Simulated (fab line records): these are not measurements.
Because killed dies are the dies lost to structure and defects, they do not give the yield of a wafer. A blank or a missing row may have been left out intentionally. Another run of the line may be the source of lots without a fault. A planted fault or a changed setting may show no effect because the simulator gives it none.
The tool behind it: which one?	flow sky130	12 lots with 36 wafers sampled at 3 steps, on a route of 708 steps

## WHAT THE GAUGES READ, wafer by wafer
SKY_METAL5_RS_MEAS_05: the measuring method here is four-point-probe.
lot	measured	on	METAL5_ALCU_RS (ohm/sq)
L685	day 42 23:32	film-metro-01	0.02699 0.02683 0.02693
L686	day 43 15:13	film-metro-01	0.02723 0.02692 0.02703
L687	day 43 16:42	film-metro-03	0.0276 0.02739 0.0276
L689	day 44 07:19	film-metro-03	0.02702 0.02697 0.02691
L690	day 44 19:15	film-metro-01	0.02713 0.0272 0.02716
L691	day 45 01:50	film-metro-04	0.02676 0.02694 0.02679
L692	day 45 05:34	film-metro-01	0.02688 0.027 0.027
L694	day 45 17:17	film-metro-03	0.02724 0.02723 0.02699
L696	day 46 07:55	film-metro-04	0.02755 0.02729 0.02743
L698	day 46 18:17	film-metro-04	0.02685 0.02695 0.02701
L705	day 48 13:19	film-metro-03	0.02666 0.02691 0.02668
L706	day 48 15:26	film-metro-03	0.02731 0.02714 0.0271

## WHICH TOOL RAN EACH LOT (tool, then ch and the chambers of the sampled wafers, then the start)
lot	SKY_VIA1_HDPCVD_00	SKY_VIA4_CMP_21
L685	hdpcvd-01 ch 1,2, day 32 23:23	cmp-01 ch 0,2, day 42 23:07
L686	hdpcvd-01 ch 0,1, day 33 16:30	cmp-02 ch 0,3, day 43 14:42
L687	hdpcvd-01 ch 0,1,2, day 33 18:00	cmp-01 ch 0,2,3, day 43 16:14
L689	hdpcvd-02 ch 0,1, day 34 14:17	cmp-02 ch 2,3, day 44 06:51
L690	hdpcvd-02 ch 0,1, day 34 23:51	cmp-02 ch 0,1,3, day 44 18:46
L691	hdpcvd-01 ch 0,2, day 35 07:51	cmp-02 ch 0,2,3, day 45 01:22
L692	hdpcvd-02 ch 0,1,2, day 35 14:18	cmp-02 ch 1,2,3, day 45 05:12
L694	hdpcvd-01 ch 1,2, day 36 03:59	cmp-01 ch 0,1,2, day 45 16:49
L696	hdpcvd-02 ch 0,1,2, day 36 22:27	cmp-01 ch 0,1,2, day 46 07:31
L698	hdpcvd-01 ch 0,1, day 37 13:06	cmp-02 ch 0,1, day 46 17:49
L705	hdpcvd-02 ch 0,1, day 39 18:55	cmp-01 ch 0,2, day 48 12:54
L706	hdpcvd-02 ch 1,2, day 39 22:43	cmp-01 ch 1,2,3, day 48 15:02
- SKY_VIA1_HDPCVD_00: deposits SiO2, target thk 1030 nm, time 171.7 s.
- SKY_VIA4_CMP_21: polishes, stops on SiO2, t overpolish 25 s, target thk 0 nm.

## AS READ BY THE TOOLS THEMSELVES (means over the sampled wafers that have a number; for cases with no such wafer, the mark the record gives instead)
SKY_VIA4_CMP_21.
lot	tool	motor-current-A (A)	overpolish-run-s (s)	time-to-endpoint-s (s)
L685	cmp-01	9.3	24.993	119
L686	cmp-02	9.1	24.998	126
L687	cmp-01	9.1	25.010	128
L689	cmp-02	10.7	25.003	120
L690	cmp-02	10.2	25.001	126
L691	cmp-02	9.9	24.998	124
L692	cmp-02	10.8	24.997	125
L694	cmp-01	9.8	25.000	123
L696	cmp-01	9.5	24.996	129
L698	cmp-02	10.9	24.991	124
L705	cmp-01	9.3	24.995	122
L706	cmp-01	9.6	24.995	129

## THE ANSWER, worked out from the rows above alone
Rule: the usual values come from the lots themselves. The widest of any qualifying gaps counts: lots, ordered by their means at a reading, are off when they make up no more than a third of the lots, leave a main group of 4 or more, and stand apart from it by 3 or more times the standard deviation of that group's means. The tables above print the reading to a certain number of digits; a main group whose means all agree to those digits is not used. A lot without any number at a reading at which 4 lots or more have one is off too. Where the step has rows for the other lots, those lots are counted as sound. After the gauges, taken in route order, come the tools' own readings; for these a lot's mean is taken, as printed above. At the first step where some lot is off, the reading lying furthest off is the one used; lots without a number count as furthest.
Across all readings shown, no lot is off: no conclusion can be drawn from this.

## WHAT HAD BEEN PUT IN BY THE SIMULATOR
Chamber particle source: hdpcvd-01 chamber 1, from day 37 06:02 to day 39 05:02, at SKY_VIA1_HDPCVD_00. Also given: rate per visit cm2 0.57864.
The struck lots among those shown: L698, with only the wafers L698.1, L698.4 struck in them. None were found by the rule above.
